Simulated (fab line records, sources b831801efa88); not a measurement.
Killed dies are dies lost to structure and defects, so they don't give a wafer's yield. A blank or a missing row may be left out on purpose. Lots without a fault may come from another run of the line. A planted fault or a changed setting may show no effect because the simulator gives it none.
Which tool did it? | flow sky130 | 12 lots, 33 wafers sampled, at 3 steps of a route of 708

WHAT THE GAUGES READ, wafer by wafer
SKY_LOCAL_INTERCONNECT_OVL_MEAS_12. Usual: LOCAL_INTERCONNECT_OVL 1 nm, standard deviation 5.8.
lot  | measured     | on         | LOCAL_INTERCONNECT_OVL (nm) | flag
L420 | day 30 15:43 | overlay-02 | -2 -6 -4                    |
L422 | day 31 17:49 | overlay-02 | -12 -7 -7                   |
L426 | day 32 15:08 | overlay-02 | -1 -7 -4                    |
L428 | day 33 10:20 | overlay-01 | 2 12 2                      |
L431 | day 34 15:38 | overlay-01 | 2 13 9                      |
L433 | day 34 21:29 | overlay-02 | 0 7                         |
L434 | day 35 01:05 | overlay-02 | -2 3                        |
L436 | day 35 17:46 | overlay-02 | -5 0                        |
L439 | day 36 16:56 | overlay-02 | -1 10 2                     |
L440 | day 37 00:29 | overlay-01 | -2 -2 0                     |
L442 | day 37 10:56 | overlay-01 | -2 -1 -6                    |
L443 | day 37 18:13 | overlay-02 | -3 2 3                      |

WHICH TOOL RAN EACH LOT (tool, then ch and the chambers of the sampled wafers, then the start)
lot  | SKY_LI_CONTACT_ETCH_14             | SKY_LI_CONTACT_STRIP_16
L420 | rie_diel-04 ch 1,2, day 29 09:48   | plasma_asher-02 ch 0,1, day 29 09:56
L422 | rie_diel-04 ch 0,1,2, day 30 12:24 | plasma_asher-04 ch 0,1, day 30 12:32
L426 | rie_diel-03 ch 0,1,2, day 31 11:18 | plasma_asher-04 ch 0,1, day 31 11:26
L428 | rie_diel-03 ch 1,2,3, day 32 06:49 | plasma_asher-03 ch 0,1, day 32 06:58
L431 | rie_diel-04 ch 0,1, day 33 11:00   | plasma_asher-02 ch 0,1, day 33 11:08
L433 | rie_diel-04 ch 0, day 33 17:30     | plasma_asher-02 ch 0, day 33 17:40
L434 | rie_diel-04 ch 1,2, day 33 20:49   | plasma_asher-03 ch 0, day 33 20:58
L436 | rie_diel-04 ch 0,3, day 34 14:12   | plasma_asher-04 ch 0,1, day 34 14:20
L439 | rie_diel-03 ch 0,3, day 35 13:39   | plasma_asher-04 ch 0,1, day 35 13:49
L440 | rie_diel-03 ch 0,1,3, day 35 21:16 | plasma_asher-04 ch 0,1, day 35 21:23
L442 | rie_diel-02 ch 0,3, day 36 07:28   | plasma_asher-04 ch 0,1, day 36 07:39
L443 | rie_diel-02 ch 2,3, day 36 14:45   | plasma_asher-03 ch 0,1, day 36 14:53
- SKY_LI_CONTACT_ETCH_14: etches BARC in N2/H2, stops on SiO2, time 45.9 s, target depth 60 nm.
- SKY_LI_CONTACT_STRIP_16: strips in O2/N2.

WHAT THE TOOLS THEMSELVES READ (means of the sampled wafers that have a number; where no wafer has one, the mark that the record gives instead)
SKY_LI_CONTACT_ETCH_14. Usual: drypump_motor_current_A 5.9 A, standard deviation 0.39; h2_flow_sccm 200.1 sccm, standard deviation 0.58; oes_product_au 0.855 a.u., standard deviation 0.0047; run_length_s 74.2 s, standard deviation 0.36; throttle_valve_pct 13.223 %, standard deviation 0.0094.
lot  | tool        | drypump_motor_current_A (A) | h2_flow_sccm (sccm) | oes_product_au (a.u.) | run_length_s (s) | throttle_valve_pct (%) | flag
L420 | rie_diel-04 | 6.3                         | 200.5               | 0.855                 | 73.9             | 13.226                 |
L422 | rie_diel-04 | 6.2                         | 199.8               | 0.853                 | 74.0             | 13.220                 |
L426 | rie_diel-03 | 5.9                         | 199.9               | 0.854                 | 74.2             | 13.228                 |
L428 | rie_diel-03 | 6.1                         | 199.8               | 0.853                 | 74.2             | 13.219                 |
L431 | rie_diel-04 | 6.1                         | 199.5               | 0.852                 | 74.1             | 13.226                 |
L433 | rie_diel-04 | 6.0                         | 199.6               | 0.935                 | 56.1             | 13.229                 | OFF
L434 | rie_diel-04 | 6.2                         | 200.2               | 0.922                 | 56.1             | 13.224                 | OFF
L436 | rie_diel-04 | 5.9                         | 200.0               | 0.933                 | 56.5             | 13.217                 | OFF
L439 | rie_diel-03 | 6.3                         | 200.0               | 0.860                 | 74.4             | 13.221                 |
L440 | rie_diel-03 | 6.2                         | 199.5               | 0.850                 | 74.3             | 13.221                 |
L442 | rie_diel-02 | 5.4                         | 199.9               | 0.851                 | 74.0             | 13.224                 |
L443 | rie_diel-02 | 5.5                         | 200.0               | 0.857                 | 73.9             | 13.225                 |

SKY_LI_CONTACT_STRIP_16. Usual: drypump_motor_current_A 5.7 A, standard deviation 0.46; oes_product_au 0.376 a.u., standard deviation 0.0051; strip_time_to_endpoint_s 3.50 s, standard deviation 0.053.
lot  | tool            | drypump_motor_current_A (A) | oes_product_au (a.u.) | strip_time_to_endpoint_s (s) | flag
L420 | plasma_asher-02 | 6.4                         | 0.373                 | 3.49                         |
L422 | plasma_asher-04 | 5.3                         | 0.369                 | 3.50                         |
L426 | plasma_asher-04 | 5.3                         | 0.373                 | 3.50                         |
L428 | plasma_asher-03 | 5.4                         | 0.379                 | 3.49                         |
L431 | plasma_asher-02 | 6.4                         | 0.374                 | 3.43                         |
L433 | plasma_asher-02 | 6.2                         | 0.386                 | 3.66                         | OFF
L434 | plasma_asher-03 | 5.3                         | 0.384                 | 3.62                         |
L436 | plasma_asher-04 | 5.4                         | 0.385                 | 3.67                         | OFF
L439 | plasma_asher-04 | 5.3                         | 0.384                 | 3.56                         |
L440 | plasma_asher-04 | 5.3                         | 0.375                 | 3.51                         |
L442 | plasma_asher-04 | 5.3                         | 0.381                 | 3.53                         |
L443 | plasma_asher-03 | 5.4                         | 0.372                 | 3.47                         |

THE ANSWER, worked out from the rows above alone
Rule: a lot is off if the mean of its wafers that have a number lies more than 3 standard deviations from the usual mean. A lot without any number at a reading at which 4 lots or more have one is off too. The other lots that the step has rows for count as sound. The gauges are gone through in route order, then the tools' own readings, and for those a lot's mean is taken as printed above. The first step at which some lot is off is used, and at that step the reading that is off furthest; a lot without a number counts as furthest.
Off: L433, L434, L436, at SKY_LI_CONTACT_ETCH_14 (run_length_s).
A tool fits if, at that step or a process step before it, it ran every lot that is off, and no sound lot after the first of them. One fits: rie_diel-04 at SKY_LI_CONTACT_ETCH_14. Its last sound lot is L431 (day 33 11:00), its first lot that is off L433 (day 33 17:30): a fault that began between those two fits.
The tool's own readings at SKY_LI_CONTACT_ETCH_14 bear it out: on the lots that are off they differ by more than 5 times the standard deviation of the sound lots' means. oes_product_au reads 0.930 a.u. there against 0.854 a.u. on the sound lots; run_length_s reads 56.2 s there against 74.1 s on the sound lots.

WHAT THE SIMULATOR HAD PUT IN
Process parameter drift: rie_diel-04, from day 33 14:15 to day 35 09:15, at SKY_LI_CONTACT_ETCH_14. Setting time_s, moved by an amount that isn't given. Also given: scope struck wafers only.
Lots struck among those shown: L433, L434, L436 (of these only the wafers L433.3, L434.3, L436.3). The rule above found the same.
